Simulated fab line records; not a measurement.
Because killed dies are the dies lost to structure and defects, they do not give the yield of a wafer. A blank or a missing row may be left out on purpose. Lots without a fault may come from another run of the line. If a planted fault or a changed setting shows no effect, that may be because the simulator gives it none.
A struck lot beside a sound one :: flow sky130 :: 16 out of 708 route steps
Sound: these wafers, L692.1, L692.2, L692.4. Struck: wafer L713.3. (L713.4, L713.5 of the same lot were not struck and are left out.) The cause comes at the end.
At each step with rows: each side's tool, then ch and its chambers, then its first start. Under that, the readings that differ: sound wafers :: struck wafers :: difference of the means :: sigmas: that difference in standard deviations of wafers without a fault.
alike: a reading whose means differ by less than 2 such deviations, as well as words and numbers matching on both sides. not compared: withheld readings; readings where some wafer has no value; bounds like >300 that might hide an equal value; numbers whose values overlap and for which the record gives no deviation.
Wherever a step has rows on one side only, a row that says differs or no value, or a row with sigmas, the two part there. Numbers that don't overlap but have no deviation are shown without sigmas and don't part them. Lack of a reading on every wafer of one side parts them only where that side has two or more wafers.

SKY_METAL1_THK_MEAS_06: measures by xrf.
  sound on filmMetro-03 at day 31 00:06; struck on filmMetro-03 at day 38 08:18
reading: METAL1_ALCU_THK (nm)
sound: 247.6 248.4 251.3
struck: 255.8
difference: +6.7
sigmas: +2
then, 8 steps without rows for these wafers: SKY_METAL1_DEHYDRATE_07 (time 60 s); SKY_METAL1_HMDS_08 (prime time 60 s); SKY_METAL1_COAT_09 (resist thk 60 nm); SKY_METAL1_COAT_10 (resist thk 450 nm); SKY_METAL1_SOFTBAKE_11 (time 90 s); SKY_METAL1_EXPOSE_12 (exposes mask MM1, target cd 140 nm); SKY_METAL1_PEB_13; SKY_METAL1_DEVELOP_14 (develop time 60 s).
SKY_METAL1_CD_MEAS_15: the cd target is 140 nm.
  sound on cdSem-02 at day 32 02:57; struck on cdSem-02 at day 39 08:54
reading: cdNm (nm)
sound: 135.8 136.3 137.2
struck: 141.1
difference: +4.7
sigmas: +3
SKY_METAL1_OVL_MEAS_16:
  sound on overlay-02 at day 32 03:04; struck on overlay-02 at day 39 08:59
  alike: METAL1_OVL
SKY_METAL1_DESCUM_17: chemistry O2, time 8 s.
  sound on rieMetal-04 ch 0,1, day 32 03:06; struck on rieMetal-04 ch 0, day 39 09:02
  alike: drypumpMotorCurrentA, oesProductAu
  not compared: rfHoursCounterH
SKY_METAL1_ETCH_18: etches BARC in N2/H2, stops on SiO2, time 45.9 s, target depth 60 nm.
  sound on rieMetal-04 ch 0,1, day 32 03:08; struck on rieMetal-04 ch 0, day 39 09:04
reading: model.KrF-thick_of_METAL1_COAT_10.thkNm (nm)
sound: 392.2 390.4 391.2
struck: 398.7
difference: +7.4
sigmas: 
  alike: drypumpMotorCurrentA, oesProductAu, throttleValvePct
  not compared: rfHoursCounterH
SKY_METAL1_METAL_ETCH_19: etches the open film in Cl2/BCl3, stops on SiO2, target depth 360 nm, time 78 s.
  sound on rieMetal-04 ch 0,1, day 32 03:12; struck on rieMetal-04 ch 0, day 39 09:08
reading: model.KrF-thick_of_METAL1_COAT_10.thkNm (nm)
sound: 160 157.9 159.1
struck: 168.3
difference: +9.3
sigmas: 
  alike: drypumpMotorCurrentA, oesProductAu, throttleValvePct
  not compared: rfHoursCounterH
SKY_METAL1_STRIP_20: strips in O2/N2.
  sound on plasmaAsher-01 ch 0,1, day 32 03:17; struck on plasmaAsher-01 ch 1, day 39 09:14
reading: stripTimeToEndpointS (s)
sound: 2.70 2.70 2.71
struck: 2.80
difference: +0.10
sigmas: +3
  alike: drypumpMotorCurrentA, oesProductAu
  not compared: rfHoursCounterH
-- the record jumps here: 11 days lie between the struck wafers' starts before and after (it left off in module METAL1 and takes up again in module PAD_OPEN, whose first step shown is number 708 of the route) --
SKY_PAD_OPEN_PROBE_99:
  sound on prober-02 at day 45 06:23; struck on prober-01 at day 50 11:32
reading: sort_bin_3_pad_short (%)
sound: 0.6 0.8 0.2
struck: 1.8
difference: +1.3
sigmas: +3
  alike: defectLimitedYield, killed_at_M0_to_M3, killed_at_M4_up, killedAtContacts, killedAtFrontEnd, killedAtOther, killedDies, killedOnRim, killedOpen, killedShort, sort_bin_5_function, sort_bin_6_memory, sortNPass, sortYieldPct

== WHERE THEY PART ==
Last at SKY_PAD_OPEN_PROBE_99 as far as this record goes, first at SKY_METAL1_THK_MEAS_06.

WHY: what the simulator had put in
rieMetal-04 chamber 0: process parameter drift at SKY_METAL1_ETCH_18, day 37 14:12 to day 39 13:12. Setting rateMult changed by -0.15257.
